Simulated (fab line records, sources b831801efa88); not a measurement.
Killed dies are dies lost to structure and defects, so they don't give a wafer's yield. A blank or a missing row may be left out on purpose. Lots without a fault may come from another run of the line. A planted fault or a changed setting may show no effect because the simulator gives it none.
Which tool did it? | flow sky130 | 10 lots, 30 wafers sampled, at 4 steps of a route of 708

WHAT THE GAUGES READ, wafer by wafer
SKY_CAPM_RS_MEAS_03: measures by four-point-probe.
lot  | measured     | on            | CAPM_TIN_RS (ohm/sq)
L559 | day 36 12:53 | film_metro-03 | 6.76 6.93 6.85
L561 | day 37 11:05 | film_metro-04 | 6.84 6.84 6.86
L564 | day 38 06:52 | film_metro-04 | 6.90 6.92 6.97
L565 | day 39 08:10 | film_metro-03 | 6.87 5.51 6.85
L566 | day 39 08:28 | film_metro-03 | 6.87 5.53 6.89
L575 | day 41 13:50 | film_metro-03 | 6.76 6.78 6.79
L577 | day 42 05:28 | film_metro-04 | 6.79 6.85 6.81
L578 | day 42 07:47 | film_metro-04 | 6.97 6.90 6.89
L580 | day 42 18:06 | film_metro-04 | 6.76 6.92 6.80
L581 | day 43 04:40 | film_metro-03 | 6.66 6.83 6.85

WHICH TOOL RAN EACH LOT (tool, then ch and the chambers of the sampled wafers, then the start)
lot  | SKY_VIA2_SPUTTER_20          | SKY_METAL3_SPUTTER_04        | SKY_CAPM_SPUTTER_02
L559 | pvd_sputter-04, day 36 11:44 | pvd_sputter-01, day 36 12:39 | pvd_sputter-04, day 36 12:47
L561 | pvd_sputter-04, day 37 10:04 | pvd_sputter-03, day 37 10:50 | pvd_sputter-04, day 37 10:58
L564 | pvd_sputter-04, day 38 05:49 | pvd_sputter-03, day 38 06:35 | pvd_sputter-01, day 38 06:43
L565 | pvd_sputter-01, day 39 07:06 | pvd_sputter-02, day 39 07:53 | pvd_sputter-04, day 39 08:01
L566 | pvd_sputter-04, day 39 07:25 | pvd_sputter-01, day 39 08:11 | pvd_sputter-04, day 39 08:19
L575 | pvd_sputter-03, day 41 12:49 | pvd_sputter-01, day 41 13:35 | pvd_sputter-04, day 41 13:43
L577 | pvd_sputter-01, day 42 04:27 | pvd_sputter-02, day 42 05:13 | pvd_sputter-04, day 42 05:21
L578 | pvd_sputter-04, day 42 06:46 | pvd_sputter-01, day 42 07:32 | pvd_sputter-04, day 42 07:40
L580 | pvd_sputter-04, day 42 17:02 | pvd_sputter-01, day 42 17:49 | pvd_sputter-04, day 42 17:57
L581 | pvd_sputter-04, day 43 03:37 | pvd_sputter-01, day 43 04:24 | pvd_sputter-02, day 43 04:32
- SKY_VIA2_SPUTTER_20: material TiN, target thk 20 nm, time 80 s.
- SKY_METAL3_SPUTTER_04: material TiN, target thk 70 nm, time 58.3 s.
- SKY_CAPM_SPUTTER_02: material TiN, target thk 200 nm, time 166.7 s.

THE ANSWER, worked out from the rows above alone
Rule: what is usual is taken from the lots themselves. Put in order of their means at a reading, lots are off if they are a third of the lots or fewer, leave a main group of 4 or more, and stand apart from it by a gap of 3 or more times the standard deviation of the main group's means; of several such gaps the widest counts. A main group whose means are all the same, to the digits that the tables above print for the reading, isn't used. A lot without any number at a reading at which 4 lots or more have one is off too. The other lots that the step has rows for count as sound.
Off: L565, L566, at SKY_CAPM_RS_MEAS_03 (CAPM_TIN_RS). The main group: mean 6.84 ohm/sq, standard deviation 0.053.
A tool fits if, at a process step before that reading, it ran every lot that is off, and no sound lot after the first of them. The gauges at SKY_CAPM_RS_MEAS_03 are tried like those tools. None of those tried fits.

WHAT THE SIMULATOR HAD PUT IN
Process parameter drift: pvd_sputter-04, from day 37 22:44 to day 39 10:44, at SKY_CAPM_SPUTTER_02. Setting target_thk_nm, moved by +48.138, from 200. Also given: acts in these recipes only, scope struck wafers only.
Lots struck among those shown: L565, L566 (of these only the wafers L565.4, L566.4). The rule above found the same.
